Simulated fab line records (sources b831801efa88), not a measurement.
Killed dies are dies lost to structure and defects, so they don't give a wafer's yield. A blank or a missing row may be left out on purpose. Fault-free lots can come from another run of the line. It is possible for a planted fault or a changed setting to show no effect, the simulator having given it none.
A lot that was struck, set against a sound lot || flow sky130 || 36 out of 708 route steps
Sound: wafers L342.2, L342.5, L342.6. The struck wafers were L350.2, L350.3, L350.5. Last of all comes the cause.
Per side, at each step with rows, come the tool, then ch with its chambers, and then its first start. Under that, the readings that differ: sound wafers || struck wafers || difference of the means || sigmas: that difference in standard deviations of wafers without a fault.
alike: readings whose means differ by less than 2 such deviations, and words and numbers that are the same on both sides. not compared: withheld readings, readings that some wafer has no value for, bounds like >300 that may hide the same value, and numbers for which the record gives no deviation and whose values overlap.
A row with sigmas, a row that says differs or no value, or rows on one side alone: a step with any of these is where the two part. Numbers that don't overlap but have no deviation are shown without sigmas and don't part them. Lack of a reading on every wafer of one side parts them only where that side has two or more wafers.

first, 9 steps without rows for these wafers: SKY_CAPM_SPUTTER_02 (material TiN, target thk 200 nm, time 166.7 s); SKY_CAPM_DEHYDRATE_05 (time 60 s); SKY_CAPM_HMDS_06 (prime time 60 s); SKY_CAPM_COAT_07 (resist thk 1140 nm); SKY_CAPM_SOFTBAKE_08 (time 60 s); SKY_CAPM_EXPOSE_09 (exposes mask CAPM, target cd 1000 nm); SKY_CAPM_PEB_10; SKY_CAPM_DEVELOP_11 (develop time 60 s); SKY_CAPM_METAL_ETCH_13 (etches TiN in Cl2/BCl3, stops on SiO2, target depth 220 nm, time 62.9 s).
SKY_CAPM_STRIP_14: strips in O2/N2.
  sound on plasmaAsher-03 ch 0,1, day 38 06:59; struck on plasmaAsher-01 ch 0,1, day 41 00:10
  alike: drypumpMotorCurrentA, n2FlowSccm, oesProductAu, stripTimeToEndpointS
  not compared: rfHoursCounterH
then, 25 steps without rows for these wafers: SKY_CAPM_STRIP_15 (strips in post etch residue remover, time 1200 s); SKY_CAPM_CLEAN_16 (cleans in IPA, time 180 s); SKY_CAPM_CLEAN_17 (cleans in O3/DIW); SKY_METAL3_DEHYDRATE_05 (time 60 s); SKY_METAL3_HMDS_06 (prime time 60 s); SKY_METAL3_COAT_07 (resist thk 60 nm); SKY_METAL3_COAT_08 (resist thk 1130 nm); SKY_METAL3_SOFTBAKE_09 (time 90 s); SKY_METAL3_EXPOSE_10 (exposes mask MM3, target cd 300 nm); SKY_METAL3_PEB_11; SKY_METAL3_DEVELOP_12 (develop time 60 s); SKY_METAL3_DESCUM_15 (chemistry O2, time 8 s); SKY_METAL3_ETCH_16 (etches BARC in N2/H2, stops on SiO2, time 88.2 s, target depth 60 nm); SKY_METAL3_ETCH_17 (etches SiO2 in C4F8/O2/Ar, stops on TiN, time 3.9 s, target depth 15 nm); SKY_METAL3_METAL_ETCH_18 (etches the open film in Cl2/BCl3, stops on SiO2, target depth 845 nm, time 183.1 s); SKY_METAL3_STRIP_19 (strips in O2/N2); SKY_METAL3_STRIP_20 (strips in post etch residue remover, time 1200 s); SKY_METAL3_CLEAN_21 (cleans in IPA, time 180 s); SKY_METAL3_CLEAN_22 (cleans in O3/DIW); SKY_VIA3_HDPCVD_00 (deposits SiO2, target thk 1635 nm, time 272.5 s); SKY_VIA3_CMP_02 (polishes SiO2); SKY_VIA3_DEHYDRATE_04 (time 60 s); SKY_VIA3_HMDS_05 (prime time 60 s); SKY_VIA3_COAT_06 (resist thk 60 nm); SKY_VIA3_COAT_07 (resist thk 450 nm).
-- the record jumps here: 8 days lie between the struck wafers' starts before and after (it left off in module VIA3 and takes up again in module PAD_OPEN, whose first step shown is number 708 of the route) --
SKY_PAD_OPEN_PROBE_99:
  struck on prober-02, day 48 16:33; sound on prober-02, day 46 14:18
{"reading": "defectLimitedYield (%)", "sound": "80.7 80.3 83.9", "struck": "72.6 82.9 75.4", "difference": -4.7, "sigmas": -2}
{"reading": "killedAtOther", "sound": "0 1 1", "struck": "59 19 49", "difference": "+42", "sigmas": "+82"}
{"reading": "killedDies", "sound": "95 97 79", "struck": "135 84 121", "difference": "+23", "sigmas": "+2"}
{"reading": "sort_bin_3_pad_short (%)", "sound": "0.6 0.8 1.0", "struck": "2.6 1.6 2.0", "difference": "+1.3", "sigmas": "+3"}
{"reading": "sort_bin_5_function (%)", "sound": "11.4 13.2 10.0", "struck": "17.5 11.4 16.9", "difference": "+3.7", "sigmas": "+2"}
{"reading": "sortNPass", "sound": "397 395 413", "struck": "357 408 371", "difference": -23, "sigmas": -2}
{"reading": "sortYieldPct (%)", "sound": "80.7 80.3 83.9", "struck": "72.6 82.9 75.4", "difference": -4.7, "sigmas": -2}
{"reading": "model.etest.tester.sort_bin_3_pct (%)", "sound": "0.6098 0.813 1.016", "struck": "2.642 1.626 2.033", "difference": "+1.287", "sigmas": ""}
  alike: killed_at_M0_to_M3, killed_at_M4_up, killedAtContacts, killedAtFrontEnd, killedOpen, killedShort, sort_bin_6_memory
  not compared: model.etest.tester.sortNPass, model.etest.tester.sortYieldPct, model.etest.tester.sort_bin_5_pct

## WHERE THEY PART
SKY_PAD_OPEN_PROBE_99 only, going by this record.

WHY: whatever the simulator had introduced
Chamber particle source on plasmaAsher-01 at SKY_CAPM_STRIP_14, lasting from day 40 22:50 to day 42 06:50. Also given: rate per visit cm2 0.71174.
